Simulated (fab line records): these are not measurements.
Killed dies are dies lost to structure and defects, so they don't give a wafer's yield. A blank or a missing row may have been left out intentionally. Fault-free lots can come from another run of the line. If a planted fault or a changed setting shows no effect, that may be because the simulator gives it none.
Code-filled problem report in 8D (eight disciplines) form :: flow sky130 :: the parts of the form that need people (team, actions taken, sign-off) are left out

## 1. WHAT WENT WRONG
VT_ADJUST_PCH_TW at SKY_VT_ADJUST_PCH_TW_MEAS_10 reads a mean of 115.4 on 3 wafers of 1 lot; wafers without a fault read 143.3 with a standard deviation of 1.3. Relative to the usual mean, that is a shift of -21 standard deviations.
First seen on wafer L995.1, day 12 16:34, on film metro-02. The record has a number at this step for 39 wafers belonging to 13 lots. Rule for "out" (also "out of limits"): further than 4 standard deviations from the usual mean. The other wafers with a number count as sound.

## 2. WHAT IT IS AND WHAT IT IS NOT
question: which readings at this step
is: VT_ADJUST_PCH_TW
is not: -

question: which lots
is: L995
is not: L101, L102, L104, L105, L107, L108, L109, L110, L988, L989, L990, L993

question: which wafers of those lots
is: all that have a number
is not: -

question: read on which gauges
is: film metro-02
is not: film metro-03, film metro-04

question: when
is: from day 12 16:34
is not: up to then (12 sound wafers); but 24 sound wafers of L101, L102, L104, L105, L107, L108, L109, L110 came after

## 3. WHAT RULES OUT EACH SUSPECT
Counting: a tool at any process step up to the reading remains a suspect when it ran all the lots that are out and ran no sound lot after the first of those.
- the gauge at SKY_VT_ADJUST_PCH_TW_MEAS_10: ruled out. All the wafers that are out were read on film metro-02, but those of them that SKY_VT_ADJUST_HVTR_STRIP_10 has rows for are out there too, on other tools.
- plasma asher-03 at SKY_NWELL_STRIP_25 (strips in O2/N2): ruled out as a lasting fault. Sound lots L101, L107, L109, L110 ran on it after its first lot that is out, L995 (day 7 03:17).
- rtp anneal-02 at SKY_NWELL_RTA_28 (time 30 s): ruled out as a lasting fault. Sound lots L102, L104, L109 ran on it after its first lot that is out, L995 (day 7 03:29).
- plasma asher-01 at SKY_VT_ADJUST_HVTR_STRIP_10 (strips in O2/N2): ruled out as a lasting fault. Sound lots L107, L109, L110 ran on it after its first lot that is out, L995 (day 11 16:31).
- plasma asher-03 at SKY_VT_ADJUST_PCH_STRIP_09 (strips in O2/N2): ruled out as a lasting fault. Sound lots L104, L108 ran on it after its first lot that is out, L995 (day 12 16:28).
Left after counting: nothing in the record.

## 4. THE CAUSE (what the simulator had put in)
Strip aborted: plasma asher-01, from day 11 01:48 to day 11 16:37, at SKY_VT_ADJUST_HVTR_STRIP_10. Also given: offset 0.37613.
It was ruled out by counting, in error; the rule expects a fault to strike all lots run on its tool from its start on, and this fault did not.

## 5. THE EFFECT CHAIN, in route order
One row per reading whose mean, taken over the struck wafers that have a number, lies over 3 standard deviations from the usual. Readings are gone through only where the record gives a usual standard deviation; hours: the median, over the lots, of the time from a lot's start at the first step in this table giving one to that lot's start at this step; sigmas: the change measured in usual standard deviations.
hours: 0
step: SKY_VT_ADJUST_HVTR_STRIP_10
reading: oes product au
usual: 0.717 a.u.
on struck wafers: 0.955
change: +0.238
sigmas: +53

hours: 24
step: SKY_VT_ADJUST_PCH_STRIP_09
reading: strip time to endpoint s
usual: 36.94 s
on struck wafers: 37.91
change: +0.97
sigmas: +11

hours: 24
step: SKY_VT_ADJUST_PCH_TW_MEAS_10
reading: VT_ADJUST_PCH_TW
usual: 143.3
on struck wafers: 115.4
change: -27.9
sigmas: -21
Its process steps:
- SKY_VT_ADJUST_HVTR_STRIP_10: strips in O2/N2.
- SKY_VT_ADJUST_PCH_STRIP_09: strips in O2/N2.
Readings that are blank on the struck wafers while sound wafers have them: strip time to endpoint s at SKY_VT_ADJUST_HVTR_STRIP_10.

## 6. WHAT WOULD HAVE CAUGHT IT SOONER
In this record the first reading out of limits at a measuring or inspecting step was taken at day 12 16:34, 39 hours after the fault began at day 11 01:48.
The tool's own readings at SKY_VT_ADJUST_HVTR_STRIP_10 were out on every struck wafer that the step has a row for (oes product au): an alarm limit on them would have fired on the first of those.
